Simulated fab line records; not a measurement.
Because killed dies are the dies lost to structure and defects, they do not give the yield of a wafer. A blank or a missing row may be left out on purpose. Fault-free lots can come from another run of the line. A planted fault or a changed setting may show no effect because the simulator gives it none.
Which of the tools did it?	flow gf180mcu	14 lots with 42 wafers sampled at 6 steps, on a route of 602 steps

== WHAT EACH GAUGE READ, for each wafer ==
GF_HV_LDD_CD_MEAS_07 targets a cd of 400 nm.
lot	measured	on	cd_nm (nm)
L610	day 10 00:48	cd_sem-01	399.7 400.9 399.6
L611	day 10 06:46	cd_sem-02	397.8 398.8 401.1
L612	day 10 13:08	cd_sem-01	399.8 400.8 398.7
L613	day 10 20:00	cd_sem-02	398.8 398.5 397.6
L618	day 12 10:29	cd_sem-01	399.4 397.1 399.6
L624	day 14 11:52	cd_sem-01	400.5 400.1 400.6
L625	day 14 18:28	cd_sem-01	403.3 402.4 403.9
L626	day 15 01:40	cd_sem-01	396.5 395.9 395.6
L627	day 15 06:20	cd_sem-01	401.4 401.0 399.9
L628	day 15 19:26	cd_sem-02	401.8 398.6 399.4
L629	day 16 00:16	cd_sem-01	394.4 394.1 394.6
L630	day 16 05:37	cd_sem-02	397.5 398.1 399.5
L631	day 16 13:05	cd_sem-02	402.9 403.9 402.9
L632	day 16 22:41	cd_sem-01	397.6 396.9 395.1

GF_HV_LDD_TW_MEAS_11.
lot	measured	on	HV_LDD_TW
L610	day 10 01:12	film_metro-02	2410 2412 2414
L611	day 10 07:10	film_metro-02	2397 2401 2405
L612	day 10 13:31	film_metro-02	2395 2414 2406
L613	day 10 20:24	film_metro-02	2404 2408 2398
L618	day 12 10:54	film_metro-04	2397 2401 2385
L624	day 14 12:16	film_metro-04	2382 2392 2398
L625	day 14 18:50	film_metro-01	2378 2386 2378
L626	day 15 02:04	film_metro-02	2391 2390 2399
L627	day 15 06:47	film_metro-04	2378 2398 2386
L628	day 15 19:49	film_metro-01	2372 2375 2373
L629	day 16 00:40	film_metro-01	2371 2376 2384
L630	day 16 06:01	film_metro-01	2384 2370 2388
L631	day 16 13:30	film_metro-01	2372 2379 2375
L632	day 16 23:06	film_metro-01	2388 2373 2386

GF_HV_LDD_CD_MEAS_19 targets a cd of 400 nm.
lot	measured	on	cd_nm (nm)
L610	day 10 19:32	cd_sem-02	397.0 399.4 400.2
L611	day 11 01:34	cd_sem-01	399.1 399.4 398.2
L612	day 11 08:17	cd_sem-02	402.9 399.2 399.3
L613	day 11 15:20	cd_sem-02	397.3 396.4 395.4
L618	day 13 06:50	cd_sem-02	394.2 395.7 393.7
L624	day 15 09:22	cd_sem-01	401.1 400.6 400.9
L625	day 15 15:43	cd_sem-02	398.4 400.1 399.2
L626	day 15 23:22	cd_sem-02	398.6 399.9 399.4
L627	day 16 04:23	cd_sem-01	400.5 399.3 401.4
L628	day 16 18:02	cd_sem-02	399.9 401.5 400.2
L629	day 16 23:25	cd_sem-01	399.5 400.8 402.2
L630	day 17 04:22	cd_sem-01	402.8 401.1 397.7
L631	day 17 11:53	cd_sem-02	406.3 403.9 406.5
L632	day 17 21:44	cd_sem-01	396.9 397.8 398.3

GF_HV_LDD_CD_MEAS_31 targets a cd of 400 nm.
lot	measured	on	cd_nm (nm)
L610	day 11 15:02	cd_sem-01	403.5 400.8 403.6
L611	day 11 21:04	cd_sem-01	395.2 397.3 393.8
L612	day 12 04:08	cd_sem-01	- - -
L613	day 12 11:03	cd_sem-01	- - -
L618	day 14 04:47	cd_sem-02	399.4 401.1 399.7
L624	day 16 07:55	cd_sem-01	401.0 400.3 403.2
L625	day 16 13:49	cd_sem-02	399.3 397.8 399.6
L626	day 16 22:31	cd_sem-01	403.8 401.9 401.3
L627	day 17 02:44	cd_sem-01	394.6 396.8 397.9
L628	day 17 17:26	cd_sem-01	402.2 402.7 399.7
L629	day 17 23:01	cd_sem-01	396.8 396.2 396.5
L630	day 18 04:46	cd_sem-01	396.7 397.8 395.3
L631	day 18 11:39	cd_sem-02	401.4 398.3 400.8
L632	day 18 22:00	cd_sem-02	404.3 404.3 403.6

GF_HV_LDD_TW_MEAS_50.
lot	measured	on	HV_LDD_4_TW
L610	day 12 11:33	film_metro-02	565 566 569
L611	day 12 18:04	film_metro-01	565 559 560
L612	day 13 01:55	film_metro-01	1444 1450 1453
L613	day 13 08:12	film_metro-02	1459 1462 1461
L618	day 15 03:06	film_metro-04	567 564 562
L624	day 17 07:58	film_metro-04	563 564 565
L625	day 17 13:38	film_metro-04	565 562 563
L626	day 17 22:28	film_metro-04	562 564 563
L627	day 18 02:57	film_metro-04	562 561 562
L628	day 18 17:52	film_metro-01	567 567 567
L629	day 19 00:16	film_metro-02	569 572 572
L630	day 19 05:49	film_metro-01	564 565 565
L631	day 19 13:30	film_metro-01	564 564 565
L632	day 19 23:40	film_metro-04	566 565 565

== EACH LOT AND THE TOOL THAT RAN IT (in order: tool; ch and the chambers of the sampled wafers; start) ==
lot	GF_HV_LDD_COAT_26
L610	litho_track-02 ch 0, day 11 05:24
L611	litho_track-02 ch 0, day 11 11:22
L612	litho_track-04, day 11 17:44
L613	litho_track-02, day 12 00:57
L618	litho_track-03 ch 0, day 13 17:53
L624	litho_track-03 ch 0, day 15 21:10
L625	litho_track-02 ch 0, day 16 02:40
L626	litho_track-02 ch 0, day 16 10:28
L627	litho_track-02 ch 0, day 16 15:18
L628	litho_track-04 ch 0, day 17 05:23
L629	litho_track-02 ch 0, day 17 10:46
L630	litho_track-03 ch 0, day 17 16:40
L631	litho_track-02 ch 0, day 17 23:57
L632	litho_track-03 ch 0, day 18 09:26
- GF_HV_LDD_COAT_26: resist thk 1000 nm.

== WHAT THE TOOLS THEMSELVES READ (means of the sampled wafers that have a number; where no wafer has one, the mark that the record gives instead) ==
GF_HV_LDD_COAT_26.
lot	tool	chill_plate_temp_C (C)	dispense_pressure_kPa (kPa)
L610	litho_track-02	22.98	59
L611	litho_track-02	23.10	59
L612	litho_track-04	-	-
L613	litho_track-02	-	-
L618	litho_track-03	22.98	52
L624	litho_track-03	23.16	52
L625	litho_track-02	22.99	59
L626	litho_track-02	23.01	59
L627	litho_track-02	22.99	59
L628	litho_track-04	23.03	54
L629	litho_track-02	23.05	59
L630	litho_track-03	23.09	52
L631	litho_track-02	23.02	59
L632	litho_track-03	23.04	52

== THE ANSWER, worked out from the rows above alone ==
Rule: usual is defined by the lots themselves. The widest of any qualifying gaps counts: lots, ordered by their means at a reading, are off when they make up no more than a third of the lots, leave a main group of 4 or more, and stand apart from it by 3 or more times the standard deviation of that group's means. The tables above print the reading to a certain number of digits; a main group whose means all agree to those digits is not used. A lot without any number at a reading at which 4 lots or more have one is off too. Any other lot the step has rows for is counted as sound. Order of review: gauges by route order, followed by the tools' own readings, for which a lot's mean as printed above is used. At the first step where some lot is off, the reading lying furthest off is the one used; lots without a number count as furthest.
Off at GF_HV_LDD_CD_MEAS_31 (cd_nm): L612, L613. Without a number there: L612, L613. The main group has a mean of 399.7 nm with a standard deviation of 2.8.
If a tool, at a process step before that reading, ran all the lots that are off and no sound lot after the first of them, it fits. Not tried: the gauges at GF_HV_LDD_CD_MEAS_31; whatever is off there is also off at GF_HV_LDD_TW_MEAS_50, on other tools, and gauge error can't account for it. Of those tried, none fits.

== WHAT THE SIMULATOR PUT IN ==
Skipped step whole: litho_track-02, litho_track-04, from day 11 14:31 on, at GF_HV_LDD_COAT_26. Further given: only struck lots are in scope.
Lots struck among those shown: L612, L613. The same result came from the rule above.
